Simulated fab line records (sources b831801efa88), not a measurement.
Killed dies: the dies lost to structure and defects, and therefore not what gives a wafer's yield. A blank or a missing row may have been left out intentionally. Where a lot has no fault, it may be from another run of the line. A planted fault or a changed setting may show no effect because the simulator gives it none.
Which tool is to blame? -- flow gf180mcu -- 12 lots with 36 wafers sampled at 3 steps, on a route of 602 steps

## WHAT THE GAUGES SHOWED, per wafer
GF_V3_THK_MEAS_03. Usual: for V3_CVD_02_THK the level is 851 nm and the standard deviation is 13.
lot,measured,on,V3_CVD_02_THK (nm),flag
L105,day 22 03:22,film-metro-02,855 848 852,
L107,day 22 22:43,film-metro-02,840 845 864,
L108,day 23 04:56,film-metro-04,825 844 860,
L113,day 25 04:04,film-metro-02,846 849 876,
L114,day 25 06:52,film-metro-03,855 839 860,
L116,day 26 01:38,film-metro-03,844 845 877,
L118,day 26 13:04,film-metro-02,826 852 861,
L120,day 27 10:19,film-metro-04,844 855 855,
L123,day 28 00:03,film-metro-02,851 871 861,
L124,day 28 04:28,film-metro-03,870 855 872,
L125,day 28 19:14,film-metro-04,863 867 866,
L126,day 28 23:50,film-metro-02,850 858 862,

GF_V3_OVL_MEAS_15. Usual: for V3_OVL the level is -2 nm and the standard deviation is 6.1.
lot,measured,on,V3_OVL (nm),flag
L105,day 23 03:12,overlay-01,-8 -4 -2,
L107,day 23 21:35,overlay-01,2 4 1,
L108,day 24 03:32,overlay-02,-7 -7 -8,
L113,day 26 01:24,overlay-02,3 5 7,
L114,day 26 04:52,overlay-02,1 1 -3,
L116,day 26 22:55,overlay-01,-11 -13 -11,
L118,day 27 10:35,overlay-02,-7 -9 -13,
L120,day 28 06:25,overlay-02,2 0 2,
L123,day 28 20:05,overlay-01,0 -3 2,
L124,day 29 00:44,overlay-02,-5 -2 -4,
L125,day 29 15:16,overlay-01,-11 -9 -13,
L126,day 29 18:17,overlay-02,-5 -6 -9,

GF_V3_RS_MEAS_24: uses a four-point probe to measure. Usual: for V3_W_RS the level is 0.328 ohm/sq and the standard deviation is 0.0042.
lot,measured,on,V3_W_RS (ohm/sq),flag
L105,day 23 04:08,film-metro-02,0.329 0.325 0.326,
L107,day 23 22:30,film-metro-03,0.327 0.329 0.333,
L108,day 24 04:29,film-metro-03,0.333 0.336 0.336,
L113,day 26 02:20,film-metro-02,0.326 0.327 0.331,
L114,day 26 05:48,film-metro-03,0.328 0.334 0.333,
L116,day 26 23:51,film-metro-03,0.326 0.327 0.326,
L118,day 27 11:32,film-metro-02,0.329 0.336 0.326,
L120,day 28 07:19,film-metro-04,0.325 0.324 0.325,
L123,day 28 21:01,film-metro-02,0.326 0.324 0.334,
L124,day 29 01:42,film-metro-04,0.326 0.329 0.325,
L125,day 29 16:11,film-metro-02,0.330 0.327 0.330,
L126,day 29 19:14,film-metro-04,0.325 0.325 0.327,

## WHICH TOOL RAN EACH LOT (tool, then ch and the chambers of the sampled wafers, then the start)
Before these readings, the record contains no process step.

## WHAT THE TOOLS THEMSELVES READ (means of the sampled wafers that have a number; where no wafer has one, the mark that the record gives instead)
The record holds no such reading with a usual standard deviation.

## THE ANSWER, worked out from the rows above alone
Rule: lot off if the mean of its wafers having a number is beyond 3 standard deviations from the usual mean. Also off: a lot with no number at a reading for which 4 or more lots have one. The other lots that the step has rows for count as sound. First the gauges in route order, then the tools' own readings, where a lot's mean is used as printed above. The first step at which some lot is off is used, and at that step the reading that is off furthest; a lot without a number counts as furthest.
No lot is off at any reading shown: from this, nothing can be told.

## WHAT THE SIMULATOR HAD PUT IN
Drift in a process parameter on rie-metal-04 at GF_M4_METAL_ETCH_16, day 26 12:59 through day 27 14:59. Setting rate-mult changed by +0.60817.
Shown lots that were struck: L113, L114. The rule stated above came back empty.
